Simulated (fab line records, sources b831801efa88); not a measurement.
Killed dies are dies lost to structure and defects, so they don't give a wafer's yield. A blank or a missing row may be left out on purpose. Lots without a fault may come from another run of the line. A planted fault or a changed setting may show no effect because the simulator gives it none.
Which tool did it? | flow gf180mcu | 15 lots, 45 wafers sampled, at 2 steps of a route of 602

WHAT THE GAUGES READ, wafer by wafer
GF_POLY_GATE_CD_MEAS_18.
lot  | measured     | on        | cd_nm (nm)
L523 | day 9 10:08  | cd_sem-01 | 278.5 280.9 278.8
L524 | day 9 16:58  | cd_sem-01 | 279.3 276.9 277.7
L525 | day 9 20:19  | cd_sem-01 | 277.2 278.9 279.2
L526 | day 10 00:55 | cd_sem-02 | 279.3 278.6 279.5
L528 | day 10 19:21 | cd_sem-01 | 279.7 279.0 281.9
L529 | day 11 01:22 | cd_sem-02 | 279.5 280.1 280.8
L530 | day 11 09:13 | cd_sem-01 | 279.5 277.6 279.1
L531 | day 11 17:49 | cd_sem-02 | 281.8 281.2 281.9
L532 | day 12 01:16 | cd_sem-02 | 277.0 279.3 279.4
L533 | day 12 08:49 | cd_sem-02 | 279.8 279.6 281.3
L540 | day 14 07:24 | cd_sem-02 | 279.2 280.5 278.4
L541 | day 14 12:23 | cd_sem-02 | 279.6 279.7 280.5
L542 | day 14 21:59 | cd_sem-02 | 280.9 279.9 279.5
L543 | day 15 07:22 | cd_sem-02 | 278.6 279.9 280.1
L546 | day 16 03:11 | cd_sem-02 | 280.0 279.5 279.8

GF_HV_LDD_OVL_MEAS_20.
lot  | measured     | on         | HV_LDD_01_OVL (nm)
L523 | day 10 22:10 | overlay-02 | -1.6 1.4 -0.3
L524 | day 11 05:19 | overlay-01 | 2.0 1.0 1.8
L525 | day 11 08:46 | overlay-02 | 2.0 1.6 0.6
L526 | day 11 14:26 | overlay-02 | 4.5 3.6 2.8
L528 | day 12 09:28 | overlay-01 | 2.4 1.9 1.8
L529 | day 12 15:50 | overlay-01 | 1.0 1.0 -0.3
L530 | day 12 23:04 | overlay-02 | 1.0 2.6 -0.3
L531 | day 13 09:20 | overlay-01 | -0.9 -2.2 -0.3
L532 | day 13 16:42 | overlay-01 | 2.7 1.6 0.2
L533 | day 14 01:18 | overlay-01 | -1.9 -1.8 -1.0
L540 | day 16 02:49 | overlay-02 | -0.6 0.5 -0.3
L541 | day 16 08:49 | overlay-02 | -0.9 -1.5 -1.9
L542 | day 16 17:43 | overlay-01 | -0.4 0.0 0.1
L543 | day 17 03:22 | overlay-01 | -0.6 -2.0 -0.9
L546 | day 17 23:34 | overlay-02 | 1.2 0.4 -0.2

WHICH TOOL RAN EACH LOT (tool, then ch and the chambers of the sampled wafers, then the start)
The record holds no process step before these readings.

WHAT THE TOOLS THEMSELVES READ (means of the sampled wafers that have a number; where no wafer has one, the mark that the record gives instead)
The record holds no such reading with a usual standard deviation.

THE ANSWER, worked out from the rows above alone
Rule: what is usual is taken from the lots themselves. Put in order of their means at a reading, lots are off if they are a third of the lots or fewer, leave a main group of 4 or more, and stand apart from it by a gap of 3 or more times the standard deviation of the main group's means; of several such gaps the widest counts. A main group whose means are all the same, to the digits that the tables above print for the reading, isn't used. A lot without any number at a reading at which 4 lots or more have one is off too. The other lots that the step has rows for count as sound. The gauges are gone through in route order, then the tools' own readings, and for those a lot's mean is taken as printed above. The first step at which some lot is off is used, and at that step the reading that is off furthest; a lot without a number counts as furthest.
No lot is off at any reading shown: from this, nothing can be told.

WHAT THE SIMULATOR HAD PUT IN
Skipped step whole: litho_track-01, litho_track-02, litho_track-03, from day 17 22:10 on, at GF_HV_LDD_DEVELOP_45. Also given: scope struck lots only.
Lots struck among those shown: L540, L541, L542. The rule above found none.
